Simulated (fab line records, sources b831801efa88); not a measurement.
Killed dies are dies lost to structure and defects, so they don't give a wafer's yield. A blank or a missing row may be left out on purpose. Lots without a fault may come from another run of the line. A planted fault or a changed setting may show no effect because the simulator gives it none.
Which tool did it? | flow gf180mcu | 24 lots, 72 wafers sampled, at 4 steps of a route of 602

WHAT THE GAUGES READ, wafer by wafer
GF_M2_CD_MEAS_14: target cd 280 nm. Usual: cd_nm 279.9 nm, standard deviation 1.4.
lot  | measured     | on        | cd_nm (nm)        | flag
L074 | day 19 01:25 | cd_sem-01 | 280.0 278.9 280.2 |
L075 | day 19 07:36 | cd_sem-02 | 278.9 279.2 280.7 |
L076 | day 20 03:28 | cd_sem-02 | 281.1 280.7 280.7 |
L077 | day 20 10:53 | cd_sem-02 | 280.2 279.2 281.5 |
L078 | day 20 15:27 | cd_sem-02 | 279.3 280.6 280.6 |
L079 | day 21 01:49 | cd_sem-01 | 280.3 279.7 279.8 |
L080 | day 21 07:43 | cd_sem-02 | 280.9 281.0 282.3 |
L081 | day 21 22:02 | cd_sem-02 | 279.0 279.3 277.5 |
L082 | day 22 03:04 | cd_sem-02 | 279.6 278.2 278.9 |
L083 | day 22 15:25 | cd_sem-02 | 281.5 281.8 281.9 |
L084 | day 23 01:51 | cd_sem-02 | 279.2 278.3 279.3 |
L085 | day 23 10:45 | cd_sem-01 | 283.0 283.0 281.9 |
L086 | day 23 22:15 | cd_sem-02 | 280.1 281.6 281.5 |
L087 | day 24 05:29 | cd_sem-01 | 278.9 279.2 278.6 |
L088 | day 24 16:11 | cd_sem-02 | 279.7 281.6 280.5 |
L089 | day 24 17:59 | cd_sem-02 | 279.6 279.1 278.5 |
L090 | day 25 06:09 | cd_sem-02 | 279.2 279.1 279.5 |
L091 | day 25 15:26 | cd_sem-02 | 278.1 277.5 278.8 |
L092 | day 25 17:36 | cd_sem-02 | 282.4 282.9 283.5 |
L093 | day 25 20:03 | cd_sem-02 | 278.5 277.8 277.3 |
L094 | day 26 07:59 | cd_sem-02 | 278.6 279.5 279.5 |
L095 | day 26 09:51 | cd_sem-02 | 280.8 279.9 280.2 |
L096 | day 26 17:29 | cd_sem-02 | 279.1 280.6 280.3 |
L097 | day 27 03:22 | cd_sem-02 | 279.6 279.9 280.5 |

GF_V2_BOW_MEAS_05. Usual: V2_BOW 102 um, standard deviation 9.6.
lot  | measured     | on            | V2_BOW (um) | flag
L074 | day 19 02:49 | film_metro-01 | 96 92 96    |
L075 | day 19 08:59 | film_metro-02 | 85 80 92    |
L076 | day 20 04:58 | film_metro-02 | 100 98 99   |
L077 | day 20 12:21 | film_metro-04 | 107 111 112 |
L078 | day 20 16:52 | film_metro-04 | 108 102 100 |
L079 | day 21 03:17 | film_metro-04 | 116 114 93  |
L080 | day 21 09:08 | film_metro-04 | 117 99 120  |
L081 | day 21 23:41 | film_metro-01 | 101 103 115 |
L082 | day 22 04:35 | film_metro-02 | 109 104 114 |
L083 | day 22 16:48 | film_metro-02 | 108 105 112 |
L084 | day 23 03:14 | film_metro-04 | 122 111 116 |
L085 | day 23 12:08 | film_metro-04 | 109 115 98  |
L086 | day 23 23:38 | film_metro-01 | 111 105 104 |
L087 | day 24 06:53 | film_metro-04 | 88 88 91    |
L088 | day 24 17:37 | film_metro-04 | 106 98 112  |
L089 | day 24 19:32 | film_metro-02 | 110 104 111 |
L090 | day 25 07:32 | film_metro-02 | 97 106 107  |
L091 | day 25 16:49 | film_metro-01 | 100 91 107  |
L092 | day 25 18:59 | film_metro-01 | 92 94 96    |
L093 | day 25 21:26 | film_metro-02 | 96 97 91    |
L094 | day 26 09:22 | film_metro-02 | 112 102 103 |
L095 | day 26 11:34 | film_metro-04 | 97 104 101  |
L096 | day 26 18:53 | film_metro-01 | 91 96 79    |
L097 | day 27 04:53 | film_metro-02 | 85 98 90    |

WHICH TOOL RAN EACH LOT (tool, then ch and the chambers of the sampled wafers, then the start)
lot  | GF_HV_LDD_ETCHBACK_58              | GF_M2_SPUTTER_00
L074 | rie_diel-01 ch 1,3, day 12 11:11   | pvd_sputter-02, day 18 01:40
L075 | rie_diel-01 ch 0,1,2, day 12 15:53 | pvd_sputter-02, day 18 06:50
L076 | rie_diel-02 ch 1,2, day 13 06:56   | pvd_sputter-02, day 19 03:17
L077 | rie_diel-02 ch 1,2, day 13 15:05   | pvd_sputter-02, day 19 10:43
L078 | rie_diel-02 ch 0,1,3, day 13 18:40 | pvd_sputter-01, day 19 15:53
L079 | rie_diel-04 ch 1,2,3, day 14 01:51 | pvd_sputter-01, day 20 01:28
L080 | rie_diel-01 ch 0,1, day 14 09:08   | pvd_sputter-02, day 20 08:04
L081 | rie_diel-01 ch 0,1,2, day 14 21:17 | pvd_sputter-02, day 20 22:53
L082 | rie_diel-04 ch 0,2,3, day 15 01:21 | pvd_sputter-01, day 21 03:43
L083 | rie_diel-04 ch 0,1,3, day 15 13:55 | pvd_sputter-02, day 21 16:04
L084 | rie_diel-01 ch 1,2,3, day 16 00:02 | pvd_sputter-02, day 22 02:40
L085 | rie_diel-02 ch 0,1,2, day 16 08:10 | pvd_sputter-01, day 22 11:53
L086 | rie_diel-02 ch 0,2, day 16 19:31   | pvd_sputter-01, day 23 00:07
L087 | rie_diel-04 ch 1,2,3, day 17 04:44 | pvd_sputter-02, day 23 06:56
L088 | rie_diel-01 ch 0,1, day 17 15:01   | pvd_sputter-04, day 23 18:49
L089 | rie_diel-01 ch 0,3, day 17 17:28   | pvd_sputter-04, day 23 19:46
L090 | rie_diel-04 ch 0,1,2, day 18 04:43 | pvd_sputter-02, day 24 08:35
L091 | rie_diel-02 ch 0,1, day 18 13:24   | pvd_sputter-04, day 24 17:16
L092 | rie_diel-02 ch 0,1,3, day 18 17:19 | pvd_sputter-04, day 24 19:58
L093 | rie_diel-04 ch 0,3, day 18 22:40   | pvd_sputter-01, day 24 22:47
L094 | rie_diel-02 ch 0,1,3, day 19 08:03 | pvd_sputter-04, day 25 11:07
L095 | rie_diel-01 ch 1,2,3, day 19 12:00 | pvd_sputter-02, day 25 12:34
L096 | rie_diel-04 ch 1,2,3, day 19 19:28 | pvd_sputter-04, day 25 20:10
L097 | rie_diel-04 ch 0,1,3, day 20 09:46 | pvd_sputter-01, day 26 06:28
- GF_HV_LDD_ETCHBACK_58: etches Si3N4 in CH3F/O2, stops on SiO2, time 100 s, target depth 90 nm.
- GF_M2_SPUTTER_00: material Ti, target thk 37.5 nm, time 150 s.

WHAT THE TOOLS THEMSELVES READ (means of the sampled wafers that have a number; where no wafer has one, the mark that the record gives instead)
GF_HV_LDD_ETCHBACK_58. Usual: drypump_motor_current_A 5.8 A, standard deviation 0.47; oes_product_au 0.841 a.u., standard deviation 0.0057; throttle_valve_pct 10.562 %, standard deviation 0.0094.
lot  | tool        | drypump_motor_current_A (A) | oes_product_au (a.u.) | throttle_valve_pct (%) | flag
L074 | rie_diel-01 | 5.2                         | 0.839                 | 10.556                 |
L075 | rie_diel-01 | 5.7                         | 0.839                 | 10.557                 |
L076 | rie_diel-02 | 5.5                         | 0.842                 | 10.569                 |
L077 | rie_diel-02 | 5.5                         | 0.843                 | 10.569                 |
L078 | rie_diel-02 | 6.1                         | 0.842                 | 10.558                 |
L079 | rie_diel-04 | 5.5                         | 0.838                 | 10.560                 |
L080 | rie_diel-01 | 5.6                         | 0.844                 | 10.563                 |
L081 | rie_diel-01 | 5.7                         | 0.841                 | 10.561                 |
L082 | rie_diel-04 | 5.5                         | 0.847                 | 10.565                 |
L083 | rie_diel-04 | 5.8                         | 0.845                 | 10.557                 |
L084 | rie_diel-01 | 5.6                         | 0.842                 | 10.563                 |
L085 | rie_diel-02 | 5.8                         | 0.840                 | 10.556                 |
L086 | rie_diel-02 | 5.8                         | 0.850                 | 10.563                 |
L087 | rie_diel-04 | 5.5                         | 0.838                 | 10.555                 |
L088 | rie_diel-01 | 5.3                         | 0.841                 | 10.566                 |
L089 | rie_diel-01 | 5.7                         | 0.828                 | 10.557                 |
L090 | rie_diel-04 | 5.6                         | 0.843                 | 10.567                 |
L091 | rie_diel-02 | 5.8                         | 0.845                 | 10.557                 |
L092 | rie_diel-02 | 6.1                         | 0.843                 | 10.564                 |
L093 | rie_diel-04 | 5.8                         | 0.834                 | 10.570                 |
L094 | rie_diel-02 | 6.1                         | 0.841                 | 10.548                 |
L095 | rie_diel-01 | 5.6                         | 0.837                 | 10.564                 |
L096 | rie_diel-04 | 5.5                         | 0.838                 | 10.556                 |
L097 | rie_diel-04 | 5.9                         | 0.844                 | 10.571                 |

GF_M2_SPUTTER_00. Usual: throttle_valve_pct 30.0 %, standard deviation 1.1.
lot  | tool           | throttle_valve_pct (%) | flag
L074 | pvd_sputter-02 | 30.6                   |
L075 | pvd_sputter-02 | 30.3                   |
L076 | pvd_sputter-02 | 29.8                   |
L077 | pvd_sputter-02 | 30.9                   |
L078 | pvd_sputter-01 | 29.5                   |
L079 | pvd_sputter-01 | 28.6                   |
L080 | pvd_sputter-02 | 30.6                   |
L081 | pvd_sputter-02 | 30.6                   |
L082 | pvd_sputter-01 | 28.8                   |
L083 | pvd_sputter-02 | 30.0                   |
L084 | pvd_sputter-02 | 30.4                   |
L085 | pvd_sputter-01 | 28.5                   |
L086 | pvd_sputter-01 | 29.7                   |
L087 | pvd_sputter-02 | 30.8                   |
L088 | pvd_sputter-04 | 29.6                   |
L089 | pvd_sputter-04 | 29.9                   |
L090 | pvd_sputter-02 | 30.4                   |
L091 | pvd_sputter-04 | 30.6                   |
L092 | pvd_sputter-04 | 30.3                   |
L093 | pvd_sputter-01 | 28.4                   |
L094 | pvd_sputter-04 | 29.9                   |
L095 | pvd_sputter-02 | 31.3                   |
L096 | pvd_sputter-04 | 29.7                   |
L097 | pvd_sputter-01 | 29.6                   |

THE ANSWER, worked out from the rows above alone
Rule: a lot is off if the mean of its wafers that have a number lies more than 3 standard deviations from the usual mean. A lot without any number at a reading at which 4 lots or more have one is off too. The other lots that the step has rows for count as sound. The gauges are gone through in route order, then the tools' own readings, and for those a lot's mean is taken as printed above. The first step at which some lot is off is used, and at that step the reading that is off furthest; a lot without a number counts as furthest.
No lot is off at any reading shown: from this, nothing can be told.

WHAT THE SIMULATOR HAD PUT IN
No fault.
